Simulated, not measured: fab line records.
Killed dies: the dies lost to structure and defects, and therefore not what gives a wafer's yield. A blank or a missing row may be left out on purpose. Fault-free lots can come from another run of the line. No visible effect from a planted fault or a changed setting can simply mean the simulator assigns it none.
Which tool did it? ; flow sky130 ; 15 lots, 45 wafers sampled, at 2 steps of a route of 708

WHAT EACH GAUGE READ, for each wafer
SKY_VIA3_RS_MEAS_22: the measuring method here is four-point-probe. Usual: VIA3_W_RS gives 0.2932 ohm/sq (standard deviation 0.0024).
lot;measured;on;VIA3_W_RS (ohm/sq);flag
L321;day 40 07:35;film-metro-02;0.2915 0.2886 0.2901;
L323;day 41 07:43;film-metro-02;0.2923 0.2907 0.2932;
L324;day 41 15:02;film-metro-02;0.2930 0.2913 0.2949;
L325;day 41 19:26;film-metro-03;0.2947 0.3000 0.2965;
L326;day 42 09:02;film-metro-02;0.2927 0.2943 0.2907;
L329;day 43 02:35;film-metro-01;0.2957 0.2943 0.2940;
L332;day 43 22:39;film-metro-03;0.2958 0.2955 0.2970;
L335;day 44 08:48;film-metro-01;0.2939 0.2923 0.2924;
L334;day 44 09:59;film-metro-02;0.2900 0.2929 0.2933;
L336;day 44 16:34;film-metro-01;0.2955 0.2941 0.2949;
L337;day 45 05:31;film-metro-02;0.2949 0.2973 0.2928;
L339;day 45 13:58;film-metro-02;0.2928 0.2912 0.2921;
L340;day 45 18:38;film-metro-02;0.2906 0.2906 0.2881;
L341;day 46 01:12;film-metro-02;0.2954 0.2959 0.2951;
L342;day 46 08:07;film-metro-01;0.2975 0.2955 0.2955;

SKY_VIA3_THK_MEAS_23: measures by xrf. Usual: VIA3_W_THK gives 387 nm (standard deviation 5.3).
lot;measured;on;VIA3_W_THK (nm);flag
L321;day 40 07:41;film-metro-02;392 395 395;
L323;day 41 07:50;film-metro-02;393 397 390;
L324;day 41 15:08;film-metro-02;391 395 389;
L325;day 41 19:34;film-metro-03;389 383 386;
L326;day 42 09:10;film-metro-02;395 393 397;
L329;day 43 02:43;film-metro-01;383 383 383;
L332;day 43 22:46;film-metro-03;385 382 381;
L335;day 44 08:55;film-metro-01;383 387 385;
L334;day 44 10:07;film-metro-02;393 393 390;
L336;day 44 16:41;film-metro-01;380 383 381;
L337;day 45 05:37;film-metro-02;385 382 389;
L339;day 45 14:04;film-metro-02;385 389 388;
L340;day 45 18:44;film-metro-02;391 391 392;
L341;day 46 01:19;film-metro-02;380 382 384;
L342;day 46 08:14;film-metro-01;380 384 385;

WHAT TOOL EACH LOT RAN ON (gives the tool, then ch and the chambers of the sampled wafers, and finally the start)
No process step before these readings appears in the record.

WHAT THE TOOLS THEMSELVES READ (means of the sampled wafers that have a number; where no wafer has one, the mark that the record gives instead)
The record holds no such reading with a usual standard deviation.

THE ANSWER, worked out from the rows above alone
Rule: a lot is off if the mean of its wafers that have a number lies more than 3 standard deviations from the usual mean. A lot without any number at a reading at which 4 lots or more have one is off too. The other lots that the step has rows for count as sound. Order of review: gauges by route order, followed by the tools' own readings, for which a lot's mean as printed above is used. At the first step where some lot is off, the reading lying furthest off is the one used; lots without a number count as furthest.
Nothing can be told from this: no lot is off at any reading shown.

WHAT THE SIMULATOR PUT IN
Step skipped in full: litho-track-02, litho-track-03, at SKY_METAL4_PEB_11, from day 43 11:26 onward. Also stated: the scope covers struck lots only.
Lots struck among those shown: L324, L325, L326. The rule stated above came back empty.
